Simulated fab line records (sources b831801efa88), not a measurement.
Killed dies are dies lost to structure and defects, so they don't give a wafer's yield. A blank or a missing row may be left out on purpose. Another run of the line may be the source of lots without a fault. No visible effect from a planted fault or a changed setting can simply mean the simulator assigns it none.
Which tool is to blame? + flow gf180mcu + 14 lots, 42 wafers sampled, at 5 steps of a route of 602

== WHAT THE GAUGES READ, wafer by wafer ==
GF_VT_IMPLANT_OVL_MEAS_18.
| lot  | measured     | on         | VT_IMPLANT_01_OVL (nm) |
|------|--------------|------------|------------------------|
| L852 | day 6 06:54  | overlay-01 | -3.8 -3.6 -2.3         |
| L853 | day 6 10:37  | overlay-01 | -1.6 -2.7 -3.6         |
| L854 | day 6 17:51  | overlay-02 | 1.5 -0.5 -1.2          |
| L855 | day 7 01:11  | overlay-01 | -1.4 -2.8 -0.6         |
| L856 | day 7 12:53  | overlay-01 | -2.2 -1.5 -2.1         |
| L857 | day 7 19:17  | overlay-02 | 0.8 -0.4 -1.2          |
| L858 | day 7 22:26  | overlay-01 | -3.8 -3.5 -4.3         |
| L859 | day 8 04:05  | overlay-02 | -0.6 -2.0 -1.1         |
| L860 | day 8 11:13  | overlay-02 | -2.2 -2.8 -3.6         |
| L862 | day 8 22:47  | overlay-01 | -2.5 -1.6 -0.1         |
| L871 | day 11 08:59 | overlay-02 | -1.1 1.1 -0.2          |
| L872 | day 11 14:38 | overlay-02 | 0.6 0.3 1.4            |
| L873 | day 11 20:17 | overlay-02 | -0.9 -1.6 -1.0         |
| L874 | day 12 01:08 | overlay-01 | -4.2 -1.8 -2.5         |

GF_VT_IMPLANT_RS_MEAS_46: measurement is done with a four-point probe.
| lot  | measured     | on           | MVSD_RS (ohm/sq)  |
|------|--------------|--------------|-------------------|
| L852 | day 7 14:16  | filmMetro-01 | 456.6 457.5 456.8 |
| L853 | day 7 18:13  | filmMetro-04 | 456.4 456.6 456.9 |
| L854 | day 8 02:34  | filmMetro-04 | 455.7 456.2 456.1 |
| L855 | day 8 09:53  | filmMetro-04 | 455.8 454.9 454.6 |
| L856 | day 8 23:29  | filmMetro-02 | 455.5 456.4 457.3 |
| L857 | day 9 06:29  | filmMetro-04 | 455.6 454.6 455.3 |
| L858 | day 9 08:23  | filmMetro-02 | 456.1 455.5 455.4 |
| L859 | day 9 16:21  | filmMetro-02 | 457.6 456.8 457.0 |
| L860 | day 9 23:25  | filmMetro-02 | 455.3 456.2 455.0 |
| L862 | day 10 11:46 | filmMetro-01 | 456.3 456.8 455.9 |
| L871 | day 12 23:29 | filmMetro-01 | 456.1 457.0 456.9 |
| L872 | day 13 06:56 | filmMetro-02 | 456.2 456.2 456.5 |
| L873 | day 13 12:50 | filmMetro-01 | 456.2 456.6 457.3 |
| L874 | day 13 18:10 | filmMetro-01 | 455.4 454.7 456.0 |

GF_HV_LDD_OVL_MEAS_32.
| lot  | measured     | on         | HV_LDD_02_OVL (nm) |
|------|--------------|------------|--------------------|
| L852 | day 11 14:43 | overlay-01 | -1.9 -2.5 0.8      |
| L853 | day 11 17:39 | overlay-01 | -1.7 1.2 0.3       |
| L854 | day 12 05:49 | overlay-01 | -1.8 -2.6 -2.2     |
| L855 | day 12 12:06 | overlay-02 | 1.8 2.4 0.3        |
| L856 | day 13 06:47 | overlay-02 | 0.9 -0.8 -0.8      |
| L857 | day 13 16:49 | overlay-01 | -1.7 -0.2 -1.8     |
| L858 | day 13 17:12 | overlay-02 | -0.5 -0.8 0.4      |
| L859 | day 14 00:10 | overlay-02 | -0.2 -1.2 -0.5     |
| L860 | day 14 14:52 | overlay-01 | 0.0 1.5 0.4        |
| L862 | day 14 22:25 | overlay-02 | 0.9 0.6 0.1        |
| L871 | day 17 20:09 | overlay-01 | -1.1 -1.7 0.4      |
| L872 | day 18 04:16 | overlay-02 | 0.0 0.9 1.8        |
| L873 | day 18 09:44 | overlay-02 | -1.5 1.0 -0.4      |
| L874 | day 18 17:51 | overlay-02 | -1.1 0.9 -1.4      |

GF_HV_LDD_TW_MEAS_38.
| lot  | measured     | on           | HV_LDD_3_TW    |
|------|--------------|--------------|----------------|
| L852 | day 11 15:28 | filmMetro-04 | 1459 1457 1468 |
| L853 | day 11 18:24 | filmMetro-04 | 1459 1456 1461 |
| L854 | day 12 06:34 | filmMetro-04 | 1458 1452 1446 |
| L855 | day 12 12:50 | filmMetro-02 | 1433 1435 1432 |
| L856 | day 13 07:32 | filmMetro-04 | 1457 1457 1463 |
| L857 | day 13 17:33 | filmMetro-02 | 1431 1428 1430 |
| L858 | day 13 17:56 | filmMetro-02 | 1425 1434 1431 |
| L859 | day 14 00:55 | filmMetro-04 | 1448 1450 1446 |
| L860 | day 14 15:37 | filmMetro-04 | 30 30 30       |
| L862 | day 14 23:10 | filmMetro-01 | 30 30 30       |
| L871 | day 17 20:53 | filmMetro-02 | 1430 1432 1421 |
| L872 | day 18 05:00 | filmMetro-04 | 1457 1454 1458 |
| L873 | day 18 10:29 | filmMetro-02 | 1421 1432 1429 |
| L874 | day 18 18:35 | filmMetro-01 | 1436 1437 1442 |

== WHAT TOOL EACH LOT RAN ON (gives the tool, then ch and the chambers of the sampled wafers, and finally the start) ==
| lot  | GF_HV_LDD_DEVELOP_30             |
|------|----------------------------------|
| L852 | lithoTrack-01 ch 0, day 11 14:28 |
| L853 | lithoTrack-04 ch 0, day 11 17:25 |
| L854 | lithoTrack-03 ch 0, day 12 05:36 |
| L855 | lithoTrack-03 ch 0, day 12 11:50 |
| L856 | lithoTrack-04 ch 0, day 13 06:31 |
| L857 | lithoTrack-01 ch 0, day 13 16:32 |
| L858 | lithoTrack-03 ch 0, day 13 16:56 |
| L859 | lithoTrack-01 ch 0, day 13 23:55 |
| L860 | lithoTrack-01 ch 0, day 14 14:38 |
| L862 | lithoTrack-01 ch 0, day 14 22:10 |
| L871 | lithoTrack-03 ch 0, day 17 19:53 |
| L872 | lithoTrack-01 ch 0, day 18 03:59 |
| L873 | lithoTrack-04 ch 0, day 18 09:28 |
| L874 | lithoTrack-04 ch 0, day 18 17:35 |
- GF_HV_LDD_DEVELOP_30: develop time 60 s.

== WHAT THE TOOLS THEMSELVES READ (means of the sampled wafers that have a number; where no wafer has one, the mark that the record gives instead) ==
GF_HV_LDD_DEVELOP_30.
| lot  | tool          | developerTempC (C) |
|------|---------------|--------------------|
| L852 | lithoTrack-01 | 22.87              |
| L853 | lithoTrack-04 | 23.03              |
| L854 | lithoTrack-03 | 22.94              |
| L855 | lithoTrack-03 | 22.84              |
| L856 | lithoTrack-04 | 23.00              |
| L857 | lithoTrack-01 | 23.09              |
| L858 | lithoTrack-03 | 23.18              |
| L859 | lithoTrack-01 | 23.15              |
| L860 | lithoTrack-01 | 23.00              |
| L862 | lithoTrack-01 | 23.04              |
| L871 | lithoTrack-03 | 23.03              |
| L872 | lithoTrack-01 | 23.00              |
| L873 | lithoTrack-04 | 23.08              |
| L874 | lithoTrack-04 | 23.06              |

== THE ANSWER, worked out from the rows above alone ==
Rule: the lots themselves supply what counts as usual. Put in order of their means at a reading, lots are off if they are a third of the lots or fewer, leave a main group of 4 or more, and stand apart from it by a gap of 3 or more times the standard deviation of the main group's means; of several such gaps the widest counts. The tables above print the reading to a certain number of digits; a main group whose means all agree to those digits is not used. Also off: a lot with no number at a reading for which 4 or more lots have one. The other lots that the step has rows for count as sound. The gauges are gone through in route order, then the tools' own readings, and for those a lot's mean is taken as printed above. The first step at which some lot is off is used, and at that step the reading that is off furthest; a lot without a number counts as furthest.
Off: L860, L862, at GF_HV_LDD_TW_MEAS_38 (HV_LDD_3_TW). For the main group the mean is 1443 and the standard deviation 13.
A tool fits if, at a process step before that reading, it ran every lot that is off, and no sound lot after the first of them. Those tools and the gauges at GF_HV_LDD_TW_MEAS_38 are tried in the same way. No candidate that was tried fits.

== WHAT HAD BEEN PUT IN BY THE SIMULATOR ==
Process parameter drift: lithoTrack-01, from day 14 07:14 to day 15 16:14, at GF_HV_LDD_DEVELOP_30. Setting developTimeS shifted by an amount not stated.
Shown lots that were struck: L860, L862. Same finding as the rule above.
